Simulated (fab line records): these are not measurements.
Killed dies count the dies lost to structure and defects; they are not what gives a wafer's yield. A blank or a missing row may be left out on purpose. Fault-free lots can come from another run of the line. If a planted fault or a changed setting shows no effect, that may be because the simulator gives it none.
fab line records	flow sfq_line
[record] lots = 7	wafers = 21	last_day = 91
route steps=325 shown M2@102 I2@103
lots untouched by any fault: they come from a run of this same line in which no faults occurred
start_h: start of the lot's first displayed wafer, in hours after the record's first day	wait_h: hours since the lot's step before	" same as the row above	L1.1+2: several wafers, shown together as one row	- no value, or no start was given	* or withheld: withheld	< > ~ a bound
route shown NAME@n: NAME is a module with steps in the file, n the number in the route of the first one	usual: average and standard deviation across the fault-free wafers	same: alike in all rows	chamber/n: place in a boat	sites: readings site by site	_std_site: how widely they spread, as a standard deviation	_edge_site: inner sites' mean taken away from outer sites' mean	radius_mm: how far each site lies from the wafer's centre	mask NAME#n: copy n	behind: the last tool/chamber to shape the wafer	hold: why the lot was held/for how many hours/how that ended	device: transistor that didn't switch, given as n, p or np	end of line: the tests these same wafers got at the end of their route	step lacking rows: just its recipe	killed: count of dies lost to structure and defects at first sort (not the wafer's yield)	map: shows each die of a wafer: x if killed, . if not, _ if none is there
set.NAME: setting as actually run; set.NAME@STEP: the setting as run at that earlier step	model.NAME: the simulator's own value behind a step, which no gauge read
a table for each step, a row for each wafer; lots at some steps of the route
services: from which hour (start_h, from the record's first day; less than 0 if before it) a tool's chamber was out of use, for how many hours, and why
[[steps]]
[step SFQ_TRILAYER_M2_STRIP_SOLV_CLEAN_062]
[recipe] chemistry = NMP	temp_c = 70	time_s = 600
[step SFQ_TRILAYER_I2_DEP_PECVD_063]
[recipe] material = SiO2	temp_c = 150	time_s = 111.11	pressure_torr = 2.4	rf_w = 183.3	precursor = SiH4/N2O	target_thk_nm = 500
[usual] heater_power_outer_w = 31/7.7	heater_power_w = 82/10	throttle_valve_pct = 24.6/1.2
lot.wafer	tool	chamber	start_h	wait_h	heater_power_outer_w	heater_power_w	throttle_valve_pct
L656.2	pecvd-02	0	549.38	0.0	34	81	26.5
L656.3	"	2	"	"	40	88	25.0
L656.5	"	0	"	"	23	66	26.0
L657.1	pecvd-02	1	560.28	0.0	28	76	25.3
L657.2	"	2	"	"	40	92	24.8
L657.6	"	1	"	"	32	81	25.6
L667.3	pecvd-03	0	653.97	0.0	35	89	23.2
L667.4	"	1	"	"	35	84	23.8
L667.6	"	0	"	"	23	74	23.1
L666.2	pecvd-02	0	657.41	0.0	25	69	26.8
L666.4	"	2	"	"	46	99	25.0
L666.5	"	1	"	"	33	82	25.9
L669.3	pecvd-02	0	670.84	0.0	22	64	26.6
L669.5	"	2	"	"	42	96	25.1
L669.6	"	0	"	"	25	68	26.8
L671.2	pecvd-04	0	688.77	0.0	30	85	26.1
L671.3	"	1	"	"	25	73	23.0
L671.5	"	1	"	"	26	76	22.9
L675.1	pecvd-04	0	722.19	0.0	36	95	25.8
L675.4	"	2	"	"	28	87	23.2
L675.6	"	0	"	"	24	78	26.0
[step SFQ_TRILAYER_I2_CMP_CMP_064]
[recipe] material = SiO2	down_force_psi = 3	platen_rpm = 60	pad_velocity_m_s = 0.94248
[usual] motor_current_A = 10.2/1.4	time_to_endpoint_s = 215/7
lot.wafer	tool	chamber	start_h	wait_h	motor_current_A	time_to_endpoint_s
L656.3	cmp-02	3	551.22	1.8	8.6	206
L656.2	"	1	552.22	2.8	10.5	206
L656.5	"	0	553.72	4.3	10.7	210
L657.1	cmp-02	3	561.23	0.9	8.4	209
L657.2	"	2	562.73	2.4	11.8	220
L657.6	"	3	"	"	8.6	225
L667.4	cmp-02	1	654.54	0.5	9.7	218
L667.3	"	3	655.54	1.5	9.1	214
L667.6	"	1	656.54	2.5	9.9	219
L666.2	cmp-01	1	657.99	0.5	8.3	211
L666.4	"	3	658.99	1.5	10.2	217
L666.5	"	0	"	"	12.7	211
L669.3	cmp-02	2	671.89	1.0	11.5	223
L669.6	"	2	673.89	3.0	11.3	216
L669.5	"	3	"	"	8.4	211
L671.3	cmp-02	0	693.51	4.7	10.2	219
L671.2	"	3	695.01	6.2	8.4	215
L671.5	"	0	"	"	10.4	227
L675.4	cmp-01	2	734.65	12.4	10.6	216
L675.1	"	0	735.65	13.4	12.1	209
L675.6	"	2	736.65	14.4	10.4	220
[step SFQ_I2_BOW_MEAS_917]
[recipe] mode = bow
[usual] I2_BOW = 4/6.9
lot.wafer	tool	chamber	start_h	wait_h	I2_BOW[um]
L656.2	film_metro-01	-	554.24	1.5	-8
L656.3	"	-	"	"	4
L656.5	"	-	"	"	-6
L657.1	film_metro-02	-	564.23	2.5	0
L657.2	"	-	"	"	-9
L657.6	"	-	"	"	0
L667.3	film_metro-01	-	657.08	1.0	17
L667.4	"	-	"	"	10
L667.6	"	-	"	"	4
L666.2	film_metro-02	-	660.51	2.0	12
L666.4	"	-	"	"	1
L666.5	"	-	"	"	14
L669.3	film_metro-02	-	674.93	2.5	8
L669.5	"	-	"	"	1
L669.6	"	-	"	"	6
L671.2	film_metro-01	-	696.53	1.0	4
L671.3	"	-	"	"	15
L671.5	"	-	"	"	8
L675.1	film_metro-02	-	737.65	1.5	3
L675.4	"	-	"	"	-1
L675.6	"	-	"	"	-5
[step SFQ_TRILAYER_I2_METRO_MEASURE_065]
[usual] thk_nm = 200.1/1.1
lot.wafer	tool	chamber	start_h	wait_h	thk_nm
L656.2	film_metro-01	-	554.54	0.3	200.1
L656.3	"	-	"	"	199.9
L656.5	"	-	"	"	198.3
L657.1	film_metro-02	-	564.35	0.1	199.8
L657.2	"	-	"	"	200.2
L657.6	"	-	"	"	200.4
L667.3	film_metro-01	-	657.56	0.5	200.3
L667.4	"	-	"	"	200.1
L667.6	"	-	"	"	200.5
L666.2	film_metro-02	-	660.81	0.3	200.3
L666.4	"	-	"	"	197.7
L666.5	"	-	"	"	199.2
L669.3	film_metro-02	-	675.41	0.5	200.4
L669.5	"	-	"	"	200.7
L669.6	"	-	"	"	200.8
L671.2	film_metro-01	-	696.83	0.3	201.0
L671.3	"	-	"	"	202.0
L671.5	"	-	"	"	202.0
L675.1	film_metro-02	-	737.77	0.1	198.9
L675.4	"	-	"	"	200.5
L675.6	"	-	"	"	198.8
[step SFQ_TRILAYER_I2_VIA_LITHO_COAT_072]
[recipe] resist = BARC	spin_rpm = 3000	resist_thk_nm = 62
[step SFQ_TRILAYER_I2_VIA_LITHO_COAT_067]
[recipe] resist = KrF	spin_rpm = 3000	resist_thk_nm = 650
[step SFQ_TRILAYER_I2_VIA_LITHO_SOFTBAKE_071]
[recipe] temp_c = withheld	time_s = withheld	resist = KrF
[step SFQ_TRILAYER_I2_VIA_LITHO_EXPOSE_068]
[recipe] mask_id = I2	na = 0.6	source_shape = conventional	sigma_outer = 0.65	target_cd_nm = 500	dose_mj = 21.3
[step SFQ_TRILAYER_I2_VIA_LITHO_PEB_070]
[recipe] peb_temp_c = 115	peb_time_s = 60	resist = KrF
[step SFQ_TRILAYER_I2_VIA_LITHO_DEVELOP_069]
[recipe] time_s = 60	resist = KrF
[step SFQ_I2_OVL_MEAS_918]
[usual] I2_OVL = 3/5.7
lot.wafer	tool	chamber	start_h	wait_h	I2_OVL[nm]
L656.2	overlay-02	-	722.40	0.1	2
L656.3	"	-	"	"	2
L656.5	"	-	"	"	-5
L657.1	overlay-01	-	730.80	0.1	7
L657.2	"	-	"	"	4
L657.6	"	-	"	"	5
L667.3	overlay-02	-	809.32	0.1	-2
L667.4	"	-	"	"	4
L667.6	"	-	"	"	11
L666.2	overlay-02	-	810.51	0.1	12
L666.4	"	-	"	"	2
L666.5	"	-	"	"	8
L669.3	overlay-01	-	821.32	0.1	1
L669.5	"	-	"	"	2
L669.6	"	-	"	"	10
L671.2	overlay-01	-	838.08	0.1	3
L671.3	"	-	"	"	7
L671.5	"	-	"	"	4
L675.1	overlay-01	-	866.69	0.1	6
L675.4	"	-	"	"	3
L675.6	"	-	"	"	4
[step SFQ_TRILAYER_I2_VIA_BARC_OPEN_VIA_ETCH_096]
[recipe] mask_material = PR	chemistry = O2	target_depth_nm = 125	target = BARC	source_w = 500	bias_w = 80	pressure_mtorr = 30	time_s = 41.7
[usual] bias_w = 80.00/0.26	drypump_motor_current_A = 5.6/0.41	oes_product_au = 0.686/0.0048	run_length_s = 69.9/0.47
lot.wafer	tool	chamber	start_h	wait_h	bias_w	drypump_motor_current_A	oes_product_au	rf_hours_counter_h	run_length_s	model.KrF_of_TRILAYER_I2_VIA_LITHO_COAT_067.thk_nm
L656.2	rie_diel-02	2	722.43	0.0	79.99	5.7	0.694	4	69.7	573
L656.3	"	0	"	"	80.00	5.9	0.692	1	69.7	573.1
L656.5	"	3	"	"	79.60	6.4	0.683	-	69.7	573.6
L657.1	rie_diel-03	3	730.83	0.0	80.19	4.9	0.678	5	68.8	569.2
L657.2	"	2	"	"	79.83	5.7	0.678	0	70.3	570
L657.6	"	2	"	"	80.07	5.7	0.688	-	70.2	570.7
L667.3	rie_diel-02	2	809.34	0.0	79.97	5.7	0.614	5	82.1	555.7
L667.4	"	1	"	"	80.45	5.4	0.685	32	70.7	572.8
L667.6	"	3	"	"	79.54	6.4	0.681	-	70.2	572.4
L666.2	rie_diel-03	0	810.54	0.0	79.82	4.9	0.683	9	70.3	574.7
L666.4	"	1	"	"	79.53	5.6	0.690	8	69.7	573.2
L666.5	"	3	"	"	79.82	4.9	0.687	-	68.9	574.6
L669.3	rie_diel-02	3	821.34	0.0	80.41	6.4	0.607	10	82.0	561
L669.5	"	0	"	"	79.35	5.9	0.689	-	70.3	576.3
L669.6	"	1	"	"	80.00	5.4	0.689	-	71.0	578.9
L671.2	rie_diel-02	0	838.11	0.0	79.84	5.9	0.615	3	82.3	558.2
L671.3	"	1	"	"	79.95	5.4	0.621	33	82.8	558.1
L671.5	"	2	"	"	79.95	5.7	0.688	-	69.9	570.6
L675.1	rie_diel-03	3	866.72	0.0	80.15	4.9	0.680	7	69.6	574.5
L675.4	"	0	"	"	79.92	4.8	0.688	10	70.2	573.8
L675.6	"	2	"	"	80.27	5.7	0.686	-	70.7	572.4
[step SFQ_TRILAYER_I2_VIA_ETCH_VIA_ETCH_070]
[recipe] target = SiO2	stop_on = Nb	mask_material = PR	taper_deg = 20	chemistry = CHF3	target_depth_nm = 260	source_w = 500	bias_w = 80	pressure_mtorr = 30	time_s = withheld
[usual] bias_w = 80.02/0.21	drypump_motor_current_A = 5.6/0.41	oes_product_au = 0.854/0.0054
lot.wafer	tool	chamber	start_h	wait_h	bias_w	drypump_motor_current_A	oes_product_au	model.KrF_of_TRILAYER_I2_VIA_LITHO_COAT_067.thk_nm
L656.2	rie_diel-02	2	722.47	0.0	80.01	5.7	0.854	527.4
L656.3	"	0	"	"	80.13	5.8	0.846	529.5
L656.5	"	3	"	"	80.03	6.4	0.857	530.4
L657.1	rie_diel-03	3	730.87	0.0	80.09	4.9	0.841	525.1
L657.2	"	2	"	"	79.77	5.6	0.863	525.9
L657.6	"	2	"	"	79.34	5.7	0.860	526.5
L667.3	rie_diel-02	2	809.38	0.0	80.14	5.7	0.851	509.4
L667.4	"	1	"	"	80.36	5.4	0.851	528.8
L667.6	"	3	"	"	79.90	6.4	0.860	528.3
L666.2	rie_diel-03	0	810.58	0.0	79.51	4.8	0.859	530.5
L666.4	"	1	"	"	80.07	5.6	0.851	529.4
L666.5	"	3	"	"	80.08	4.9	0.851	531
L669.3	rie_diel-02	3	821.38	0.0	80.14	6.4	0.858	517.6
L669.5	"	0	"	"	80.02	5.9	0.854	531.5
L669.6	"	1	"	"	79.99	5.4	0.853	535
L671.2	rie_diel-02	0	838.15	0.0	80.08	5.9	0.853	513.7
L671.3	"	1	"	"	80.11	5.4	0.854	514.2
L671.5	"	2	"	"	80.21	5.7	0.856	525.1
L675.1	rie_diel-03	3	866.76	0.0	80.20	4.9	0.855	530.3
L675.4	"	0	"	"	79.92	4.8	0.852	529.4
L675.6	"	2	"	"	80.11	5.7	0.860	526.1
[step SFQ_TRILAYER_I2_VIA_STRIP_STRIP_071]
[recipe] gas = O2	power_w = 200	platen_temp_c = 40	overash_fraction = 0.65	chemistry = O2	pressure_mtorr = 50
[usual] drypump_motor_current_A = 5.4/0.5	oes_product_au = 1.001/0.0077
lot.wafer	tool	chamber	start_h	wait_h	drypump_motor_current_A	oes_product_au	rf_hours_counter_h
L656.2	rie_metal-02	1	722.78	-	4.8	1.000	-
L656.3	"	1	"	"	4.8	1.009	-
L656.5	"	1	"	"	4.8	1.001	-
L657.1	rie_metal-04	1	730.98	-	6.2	1.008	78
L657.2	"	0	"	"	5.0	1.005	133
L657.6	"	0	"	"	5.0	1.005	-
L667.3	rie_metal-03	0	809.69	-	5.6	1.009	-
L667.4	"	1	"	"	4.9	1.003	-
L667.6	"	0	"	"	5.6	1.006	-
L666.2	rie_metal-02	1	810.69	-	4.8	1.007	105
L666.4	"	1	"	"	4.9	1.012	-
L666.5	"	1	"	"	4.8	1.006	-
L669.3	rie_metal-04	1	821.69	-	6.2	0.996	-
L669.5	"	0	"	"	5.0	1.002	-
L669.6	"	1	"	"	6.2	0.996	-
L671.2	rie_metal-04	0	838.26	-	5.0	0.996	150
L671.3	"	0	"	"	5.1	1.001	-
L671.5	"	0	"	"	5.0	0.985	-
L675.1	rie_metal-02	1	866.87	-	4.9	1.013	113
L675.4	"	1	"	"	4.8	1.000	-
L675.6	"	1	"	"	4.8	1.012	-
[[services]]
tool	chamber	start_h	hours	kind
cmp-02	-	545.38	5.8	pm
rie_diel-02	0	546.96	9.7	repair
film_metro-02	-	547.97	0.9	pm
rie_diel-02	0	576.09	2.4	repair
cmp-02	-	576.73	4.0	pm
rie_diel-02	0	584.05	8.6	repair
rie_diel-03	0	594.07	4.8	repair
cmp-02	-	604.34	1.0	repair
film_metro-02	-	622.28	0.6	pm
pecvd-02	-	623.24	2.8	pm
rie_diel-02	-	627.78	2.8	pm
rie_diel-03	-	660.85	5.1	repair
film_metro-02	-	661.81	1.6	pm
pecvd-02	1	669.38	17.9	repair
rie_diel-03	-	687.04	0.3	repair
rie_diel-02	3	771.80	4.1	repair
rie_diel-02	-	778.28	0.3	repair
cmp-02	-	780.43	2.8	repair
rie_diel-02	2	791.04	3.7	repair
film_metro-02	-	792.97	0.5	pm
rie_diel-03	-	799.72	2.8	pm
cmp-02	-	810.85	1.3	repair
cmp-02	-	820.05	1.6	repair
cmp-02	-	847.28	1.0	repair
[[key]]
[first_sign] step = SFQ_TRILAYER_I2_VIA_BARC_OPEN_VIA_ETCH_096	reading = run_length_s	direction = up	sigmas = 26	usual = *	struck = *
[effect] step = SFQ_TRILAYER_I2_VIA_BARC_OPEN_VIA_ETCH_096	reading = oes_product_au	direction = down	sigmas = 15	usual = 0.686	struck = 0.614
[model_effect] step = SFQ_TRILAYER_I2_VIA_BARC_OPEN_VIA_ETCH_096	value = KrF_of_TRILAYER_I2_VIA_LITHO_COAT_067.thk_nm	without = 573.5	struck = 558.2
[model_effect] step = SFQ_TRILAYER_I2_VIA_ETCH_VIA_ETCH_070	value = KrF_of_TRILAYER_I2_VIA_LITHO_COAT_067.thk_nm	without = 529	struck = 513.7
met_at SFQ_TRILAYER_I2_VIA_BARC_OPEN_VIA_ETCH_096
struck_wafers L667.3,L669.3,L671.2,L671.3
onset_between 722.43 809.34
[fault] kind = process_parameter_drift	tool = rie_diel-02	chamber = -	onset_h = 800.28	steps = SFQ_TRILAYER_I2_VIA_BARC_OPEN_VIA_ETCH_096	channel = time_s	offset = *	shape = step	end_h = 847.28	scope = struck_wafers_only	acts_in = *	stated = *
